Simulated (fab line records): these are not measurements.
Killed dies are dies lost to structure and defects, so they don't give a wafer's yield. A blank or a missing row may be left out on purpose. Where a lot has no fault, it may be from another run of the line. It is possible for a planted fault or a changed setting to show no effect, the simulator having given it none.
Comparing a struck lot with a sound one || flow sfq line || 24 steps out of a route of 325
Sound: wafers L888.1, L888.3, L888.5. Struck: wafers L899.1, L899.5, L899.6. The cause is named last.
For every step that has rows: the tool of each side, followed by ch and its chambers, followed by its first start. Under that, the readings that differ: sound wafers || struck wafers || difference of the means || sigmas: that difference in standard deviations of wafers without a fault.
alike: readings whose means differ by less than 2 such deviations, and words and numbers that are the same on both sides. not compared: withheld readings, readings that some wafer has no value for, bounds like >300 that may hide the same value, and numbers for which the record gives no deviation and whose values overlap.
The two part at a step that has a row with sigmas, a row that says differs or no value, or rows on one side only. Numbers that don't overlap but have no deviation are shown without sigmas and don't part them. A reading that every wafer of one side lacks parts them only if that side has two wafers or more.

first, 6 steps without rows for these wafers: SFQ_TRILAYER_I0_VIA_LITHO_COAT_036 (resist thk 62 nm); SFQ_TRILAYER_I0_VIA_LITHO_COAT_031 (resist thk 650 nm); SFQ_TRILAYER_I0_VIA_LITHO_SOFTBAKE_035; SFQ_TRILAYER_I0_VIA_LITHO_EXPOSE_032 (exposes mask I0, target cd 500 nm); SFQ_TRILAYER_I0_VIA_LITHO_PEB_034 (peb time 60 s); SFQ_TRILAYER_I0_VIA_LITHO_DEVELOP_033 (time 60 s).
SFQ_I0_OVL_MEAS_908:
  sound on overlay-01 at day 19 18:27; struck on overlay-01 at day 24 15:06
  alike: I0_OVL
SFQ_TRILAYER_I0_VIA_BARC_OPEN_VIA_ETCH_046: etches BARC in O2, target depth 125 nm, time 41.7 s.
  sound on rie diel-04 ch 0,1,3, day 19 18:29; struck on rie diel-02 ch 0,3, day 24 15:08
  alike: drypump motor current A, oes product au
  not compared: rf hours counter h
SFQ_TRILAYER_I0_VIA_ETCH_VIA_ETCH_034: etches SiO2 in CHF3, stops on Nb, target depth 260 nm.
  sound on rie diel-04 ch 0,1,3, day 19 18:31; struck on rie diel-02 ch 0,3, day 24 15:10
  alike: drypump motor current A, oes product au
SFQ_TRILAYER_I0_VIA_STRIP_STRIP_035: strips in O2.
  sound on rie metal-03 ch 1, day 19 18:38; struck on rie metal-01 ch 0, day 24 15:17
  alike: drypump motor current A, he backside leak sccm, oes product au
  not compared: rf hours counter h
then, 2 steps without rows for these wafers: SFQ_TRILAYER_I0_VIA_STRIP_SOLV_CLEAN_036 (cleans in NMP, time 600 s); SFQ_TRILAYER_M1_DEP_PRE_CLEAN_038 (time 22.5 s).
SFQ_TRILAYER_M1_DEP_SPUTTER_037: material Nb, target thk 200 nm, time 133.3 s.
  sound on pvd sputter-06 at day 19 19:26; struck on pvd sputter-04 at day 24 16:41
  alike: throttle valve pct
SFQ_M1_RS_MEAS_909: uses a four-point probe to measure.
  sound on film metro-01 at day 19 19:32; struck on film metro-04 at day 24 16:47
{"reading": "M1_NB_RS (ohm/sq)", "sound": "0.880 0.898 0.885", "struck": "1.029 1.018 1.031", "difference": "+0.138", "sigmas": "+14"}
then, 6 steps without rows for these wafers: SFQ_TRILAYER_M1_LITHO_COAT_044 (resist thk 62 nm); SFQ_TRILAYER_M1_LITHO_COAT_039 (resist thk 600 nm); SFQ_TRILAYER_M1_LITHO_SOFTBAKE_043; SFQ_TRILAYER_M1_LITHO_EXPOSE_040 (exposes mask M1, target cd 500 nm); SFQ_TRILAYER_M1_LITHO_PEB_042 (peb time 60 s); SFQ_TRILAYER_M1_LITHO_DEVELOP_041 (time 60 s).
-- the record jumps here: 7 days lie between the struck wafers' starts before and after --
SFQ_M1_OVL_MEAS_911:
  sound on overlay-02 at day 26 04:43; struck on overlay-02 at day 31 10:10
  alike: M1_OVL
SFQ_TRILAYER_M1_BARC_OPEN_METAL_ETCH_054: etches BARC in O2, target depth 125 nm, time 41.7 s.
  sound on rie metal-04 ch 0,1, day 26 04:45; struck on rie metal-04 ch 0,1, day 31 10:12
  alike: drypump motor current A, he backside leak sccm, oes product au
  not compared: rf hours counter h
SFQ_TRILAYER_M1_ETCH_METAL_ETCH_042: etches Nb in Cl2/Ar, stops on SiO2, target depth 240 nm, time 120 s.
  sound on rie metal-04 ch 0,1, day 26 04:49; struck on rie metal-04 ch 0,1, day 31 10:16
{"reading": "oes product au (a.u.)", "sound": "0.889 0.890 0.895", "struck": "0.837 0.838 0.823", "difference": -0.059, "sigmas": -8}
  alike: drypump motor current A, he backside leak sccm
  not compared: rf hours counter h
SFQ_TRILAYER_M1_STRIP_STRIP_043: strips in O2.
  sound on rie metal-04 ch 0,1, day 26 04:56; struck on rie metal-04 ch 0,1, day 31 10:23
  alike: drypump motor current A, he backside leak sccm, oes product au
  not compared: rf hours counter h

== WHERE THEY PART ==
First at SFQ_M1_RS_MEAS_909; last, within this record, at SFQ_TRILAYER_M1_ETCH_METAL_ETCH_042. Later steps at which nothing parts them and some readings are alike: SFQ_TRILAYER_M1_STRIP_STRIP_043.

WHY: whatever the simulator had introduced
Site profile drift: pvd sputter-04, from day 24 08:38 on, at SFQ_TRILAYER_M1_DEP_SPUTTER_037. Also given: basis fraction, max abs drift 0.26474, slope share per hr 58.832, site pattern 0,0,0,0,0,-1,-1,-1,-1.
